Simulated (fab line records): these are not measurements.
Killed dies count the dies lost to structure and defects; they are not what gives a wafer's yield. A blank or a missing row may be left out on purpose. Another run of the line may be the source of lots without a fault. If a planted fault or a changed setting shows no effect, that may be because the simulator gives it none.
Matching of chambers || flow sky130 || 4 sister chambers for SKY_VIA3_CMP_02 on cmp-01
The step polishes SiO2. 8 wafers are shown with their chamber, then 7 later ones without.

WAFERS PAIRED WITH THEIR CHAMBERS
{"wafer": "L129.6", "chamber": 1, "motor current A (A)": 11.6}
{"wafer": "L130.1", "chamber": 0, "motor current A (A)": 11.6}
{"wafer": "L130.6", "chamber": 2, "motor current A (A)": 11.5}
{"wafer": "L131.2", "chamber": 1, "motor current A (A)": 12.4}
{"wafer": "L131.3", "chamber": 3, "motor current A (A)": 12.0}
{"wafer": "L131.6", "chamber": 3, "motor current A (A)": 11.8}
{"wafer": "L132.3", "chamber": 2, "motor current A (A)": 11.1}
{"wafer": "L132.4", "chamber": 0, "motor current A (A)": 10.8}

WAFERS MISSING THEIR CHAMBER
{"wafer": "L132.5", "motor current A (A)": 10.9}
{"wafer": "L147.1", "motor current A (A)": 10.8}
{"wafer": "L147.2", "motor current A (A)": 12.0}
{"wafer": "L147.5", "motor current A (A)": 11.1}
{"wafer": "L149.3", "motor current A (A)": 12.4}
{"wafer": "L149.4", "motor current A (A)": 11.2}
{"wafer": "L149.6", "motor current A (A)": 12.3}

WHICH CHAMBER EACH ONE RAN IN
{"wafer": "L132.5", "from the rows above": "can't be placed: 0 or 2 or 3 or 1", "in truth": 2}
{"wafer": "L147.1", "from the rows above": "can't be placed: 0 or 2 or 3 or 1", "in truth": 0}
{"wafer": "L147.2", "from the rows above": "can't be placed: 1 or 3 or 2 or 0", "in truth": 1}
{"wafer": "L147.5", "from the rows above": "can't be placed: 0 or 2 or 3 or 1", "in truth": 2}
{"wafer": "L149.3", "from the rows above": "can't be placed: 1 or 3 or 2 or 0", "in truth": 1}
{"wafer": "L149.4", "from the rows above": "can't be placed: 0 or 2 or 3 or 1", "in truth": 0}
{"wafer": "L149.6", "from the rows above": "can't be placed: 1 or 3 or 2 or 0", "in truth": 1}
Correctly placed: 0 of 7. These rows do not allow placing 7 (true chamber among the candidates in 7). Number placed wrongly: 0.
How it was worked out, from the rows above alone: a wafer's distance from a chamber is the root of the sum, over the readings, of the square of ((its reading less the chamber's mean) divided by the reading's scatter). The wafer belongs to the nearest chamber; if the next one is less than 2 further off, it can't be placed. A chamber's mean is the mean of its shown wafers. The scatter: take each reading less its chamber's mean, square it, sum over the shown wafers, divide by the number of wafers less the number of chambers, and take the root.
